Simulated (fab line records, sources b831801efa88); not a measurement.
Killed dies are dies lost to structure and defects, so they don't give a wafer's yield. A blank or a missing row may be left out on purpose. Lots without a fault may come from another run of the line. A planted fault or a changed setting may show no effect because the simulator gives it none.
Which tool did it? | flow sky130 | 13 lots, 39 wafers sampled, at 5 steps of a route of 708

WHAT THE GAUGES READ, wafer by wafer
The record holds no reading of a measuring or inspecting step that can be judged against a usual standard deviation.

WHICH TOOL RAN EACH LOT (tool, then ch and the chambers of the sampled wafers, then the start)
lot  | SKY_FIELD_ISO_WET_ETCH_18      | SKY_METAL5_METAL_ETCH_15          | SKY_PASSIVATION_CVD_00          | SKY_PASSIVATION_CVD_02          | SKY_PAD_OPEN_PROBE_99
L194 | wet_bench-04 ch 0, day 2 07:49 | rie_metal-01 ch 0, day 43 20:07   | pecvd-04 ch 0,2, day 43 20:56   | pecvd-01 ch 0,1, day 43 21:02   | prober-02, day 45 19:08
L196 | wet_bench-02 ch 2, day 2 16:07 | rie_metal-01 ch 0, day 44 14:03   | pecvd-01 ch 0,1,2, day 44 14:53 | pecvd-04 ch 0,1, day 44 14:58   | prober-01, day 46 12:38
L197 | wet_bench-01 ch 1, day 2 20:25 | rie_metal-01 ch 0,1, day 44 13:02 | pecvd-04 ch 0,1,2, day 44 13:55 | pecvd-02 ch 0,1,2, day 44 14:07 | prober-02, day 46 10:53
L198 | wet_bench-04 ch 0, day 3 00:55 | rie_metal-02 ch 0,1, day 44 16:10 | pecvd-02 ch 0,1,2, day 44 16:59 | pecvd-01 ch 1,2, day 44 17:04   | prober-02, day 46 13:35
L200 | wet_bench-04 ch 0, day 3 12:31 | rie_metal-01 ch 0,1, day 46 06:57 | pecvd-01 ch 0,2, day 46 07:47   | pecvd-04 ch 0,2, day 46 07:52   | prober-01, day 48 02:35
L201 | wet_bench-04 ch 0, day 3 19:28 | rie_metal-03 ch 0, day 46 07:38   | pecvd-01 ch 0,1, day 46 08:44   | pecvd-04 ch 0,2, day 46 08:49   | prober-02, day 48 04:12
L202 | wet_bench-01 ch 0, day 4 01:16 | rie_metal-02 ch 0,1, day 46 06:14 | pecvd-01 ch 0,1,2, day 46 07:00 | pecvd-04 ch 0,1,2, day 46 07:11 | prober-02, day 48 01:41
L208 | wet_bench-04 ch 1, day 5 06:10 | rie_metal-02 ch 0, day 47 11:37   | pecvd-04 ch 0,1,2, day 47 12:27 | pecvd-01 ch 0,2, day 47 12:32   | prober-01, day 49 04:00
L210 | wet_bench-04 ch 3, day 5 16:16 | rie_metal-01 ch 0,1, day 47 17:42 | pecvd-04 ch 0,1, day 47 18:32   | pecvd-01 ch 0,2, day 47 18:37   | prober-01, day 49 10:23
L212 | wet_bench-01 ch 1, day 6 05:22 | rie_metal-01 ch 0,1, day 48 09:51 | pecvd-01 ch 0,1, day 48 10:43   | pecvd-04 ch 0,1,2, day 48 10:47 | prober-01, day 49 23:32
L213 | wet_bench-02 ch 0, day 6 09:13 | rie_metal-03 ch 0, day 48 12:49   | pecvd-02 ch 0,2, day 48 13:48   | pecvd-04 ch 0,2, day 48 13:53   | prober-02, day 50 03:31
L214 | wet_bench-01 ch 1, day 6 14:19 | rie_metal-02 ch 0,1, day 48 14:57 | pecvd-01 ch 0,1,2, day 48 15:47 | pecvd-02 ch 0,1, day 48 15:52   | prober-01, day 50 04:44
L216 | wet_bench-01 ch 3, day 6 22:19 | rie_metal-02 ch 0,1, day 49 03:30 | pecvd-02 ch 0,1, day 49 04:22   | pecvd-04 ch 0,1,2, day 49 04:26 | prober-01, day 50 15:32
- SKY_FIELD_ISO_WET_ETCH_18: etches Si3N4 in H3PO4, target depth 25 nm, time 286 s.
- SKY_METAL5_METAL_ETCH_15: etches the open film in Cl2/BCl3, stops on SiO2, target depth 1260 nm, time 252 s.
- SKY_PASSIVATION_CVD_00: deposits SiO2, target thk 90 nm.
- SKY_PASSIVATION_CVD_02: deposits Si3N4, target thk 540 nm.
- SKY_PAD_OPEN_PROBE_99

WHAT THE TOOLS THEMSELVES READ (means of the sampled wafers that have a number; where no wafer has one, the mark that the record gives instead)
SKY_FIELD_ISO_WET_ETCH_18. Usual: bath_heat_duty_pct 27.1 %, standard deviation 2.8.
lot  | tool         | bath_heat_duty_pct (%) | flag
L194 | wet_bench-04 | 28.6                   |
L196 | wet_bench-02 | 27.6                   |
L197 | wet_bench-01 | 28.5                   |
L198 | wet_bench-04 | 28.3                   |
L200 | wet_bench-04 | 27.4                   |
L201 | wet_bench-04 | 28.4                   |
L202 | wet_bench-01 | 29.6                   |
L208 | wet_bench-04 | 27.6                   |
L210 | wet_bench-04 | 27.2                   |
L212 | wet_bench-01 | 26.8                   |
L213 | wet_bench-02 | 21.7                   |
L214 | wet_bench-01 | 28.0                   |
L216 | wet_bench-01 | 19.9                   |

SKY_METAL5_METAL_ETCH_15. Usual: chamber_pressure_mTorr 10.001 mTorr, standard deviation 0.0092; drypump_motor_current_A 6.1 A, standard deviation 0.41; oes_product_au 0.893 a.u., standard deviation 0.0055; throttle_valve_pct 22.264 %, standard deviation 0.0089.
lot  | tool         | chamber_pressure_mTorr (mTorr) | drypump_motor_current_A (A) | oes_product_au (a.u.) | throttle_valve_pct (%) | flag
L194 | rie_metal-01 | 9.998                          | 5.4                         | 0.892                 | 22.265                 |
L196 | rie_metal-01 | 9.996                          | 5.5                         | 0.892                 | 22.258                 |
L197 | rie_metal-01 | 10.002                         | 6.1                         | 0.890                 | 22.269                 |
L198 | rie_metal-02 | 9.994                          | 6.4                         | 0.894                 | 22.260                 |
L200 | rie_metal-01 | 10.002                         | 5.8                         | 0.891                 | 22.264                 |
L201 | rie_metal-03 | 9.994                          | 5.8                         | 0.899                 | 22.261                 |
L202 | rie_metal-02 | 9.998                          | 6.4                         | 0.891                 | 22.274                 |
L208 | rie_metal-02 | 10.008                         | 6.2                         | 0.894                 | 22.262                 |
L210 | rie_metal-01 | 10.010                         | 5.8                         | 0.894                 | 22.262                 |
L212 | rie_metal-01 | 9.993                          | 5.8                         | 0.893                 | 22.266                 |
L213 | rie_metal-03 | 9.997                          | 5.9                         | 0.891                 | 22.270                 |
L214 | rie_metal-02 | 9.998                          | 6.4                         | 0.895                 | 22.264                 |
L216 | rie_metal-02 | 10.003                         | 6.4                         | 0.892                 | 22.257                 |

SKY_PASSIVATION_CVD_00. Usual: heater_power_outer_w 393 W, standard deviation 56; heater_power_w 658 W, standard deviation 83.
lot  | tool     | heater_power_outer_w (W) | heater_power_w (W) | flag
L194 | pecvd-04 | 414                      | 718                |
L196 | pecvd-01 | 363                      | 625                |
L197 | pecvd-04 | 354                      | 630                |
L198 | pecvd-02 | 383                      | 611                |
L200 | pecvd-01 | 348                      | 557                |
L201 | pecvd-01 | 412                      | 696                |
L202 | pecvd-01 | 392                      | 669                |
L208 | pecvd-04 | 402                      | 692                |
L210 | pecvd-04 | 425                      | 723                |
L212 | pecvd-01 | 421                      | 713                |
L213 | pecvd-02 | 366                      | 634                |
L214 | pecvd-01 | 390                      | 661                |
L216 | pecvd-02 | 374                      | 615                |

SKY_PASSIVATION_CVD_02. Usual: heater_power_outer_w 431 W, standard deviation 52; heater_power_w 715 W, standard deviation 80.
lot  | tool     | heater_power_outer_w (W) | heater_power_w (W) | flag
L194 | pecvd-01 | 433                      | 757                |
L196 | pecvd-04 | 392                      | 679                |
L197 | pecvd-02 | 413                      | 656                |
L198 | pecvd-01 | 435                      | 743                |
L200 | pecvd-04 | 444                      | 742                |
L201 | pecvd-04 | 497                      | 813                |
L202 | pecvd-04 | 443                      | 739                |
L208 | pecvd-01 | 417                      | 670                |
L210 | pecvd-01 | 401                      | 639                |
L212 | pecvd-04 | 425                      | 704                |
L213 | pecvd-04 | 472                      | 785                |
L214 | pecvd-02 | 405                      | 659                |
L216 | pecvd-04 | 437                      | 724                |

SKY_PAD_OPEN_PROBE_99. Usual: killed_at_M0_to_M3 44, standard deviation 7.1; killed_at_M4_up 3, standard deviation 1.6; killed_at_contacts 24, standard deviation 5.4; killed_at_front_end 15, standard deviation 4.7; killed_at_other 0.3, standard deviation 0.51; killed_dies 87, standard deviation 9.9; killed_open 48, standard deviation 7.6; killed_short 39, standard deviation 6.3.
lot  | tool      | killed_at_M0_to_M3 | killed_at_M4_up | killed_at_contacts | killed_at_front_end | killed_at_other | killed_dies | killed_open | killed_short | flag
L194 | prober-02 | 45                 | 2               | 26                 | 17                  | 0.3             | 89          | 52          | 38           |
L196 | prober-01 | 48                 | 4               | 24                 | 12                  | 0.3             | 89          | 46          | 42           |
L197 | prober-02 | 49                 | 3               | 27                 | 15                  | 0.0             | 94          | 51          | 43           |
L198 | prober-02 | 48                 | 3               | 30                 | 14                  | 0.3             | 95          | 50          | 45           |
L200 | prober-01 | 40                 | 3               | 22                 | 17                  | 0.3             | 82          | 42          | 40           |
L201 | prober-02 | 48                 | 2               | 23                 | 13                  | 0.3             | 87          | 56          | 31           |
L202 | prober-02 | 40                 | 1               | 22                 | 18                  | 0.7             | 82          | 37          | 45           |
L208 | prober-01 | 40                 | 3               | 20                 | 52                  | 0.3             | 115         | 48          | 32           | OFF
L210 | prober-01 | 49                 | 2               | 25                 | 63                  | 0.0             | 139         | 54          | 34           | OFF
L212 | prober-01 | 39                 | 2               | 27                 | 12                  | 0.0             | 80          | 41          | 39           |
L213 | prober-02 | 40                 | 4               | 20                 | 13                  | 0.3             | 78          | 43          | 35           |
L214 | prober-01 | 47                 | 2               | 27                 | 21                  | 0.0             | 97          | 48          | 48           |
L216 | prober-01 | 37                 | 5               | 23                 | 10                  | 1.0             | 76          | 42          | 34           |

THE ANSWER, worked out from the rows above alone
Rule: a lot is off if the mean of its wafers that have a number lies more than 3 standard deviations from the usual mean. A lot without any number at a reading at which 4 lots or more have one is off too. The other lots that the step has rows for count as sound. The gauges are gone through in route order, then the tools' own readings, and for those a lot's mean is taken as printed above. The first step at which some lot is off is used, and at that step the reading that is off furthest; a lot without a number counts as furthest.
Off: L208, L210, at SKY_PAD_OPEN_PROBE_99 (killed_at_front_end).
A tool fits if, at that step or a process step before it, it ran every lot that is off, and no sound lot after the first of them. Can't be told from this: 3 tools fit, wet_bench-04 at SKY_FIELD_ISO_WET_ETCH_18, pecvd-04 at SKY_PASSIVATION_CVD_00, pecvd-01 at SKY_PASSIVATION_CVD_02.

WHAT THE SIMULATOR HAD PUT IN
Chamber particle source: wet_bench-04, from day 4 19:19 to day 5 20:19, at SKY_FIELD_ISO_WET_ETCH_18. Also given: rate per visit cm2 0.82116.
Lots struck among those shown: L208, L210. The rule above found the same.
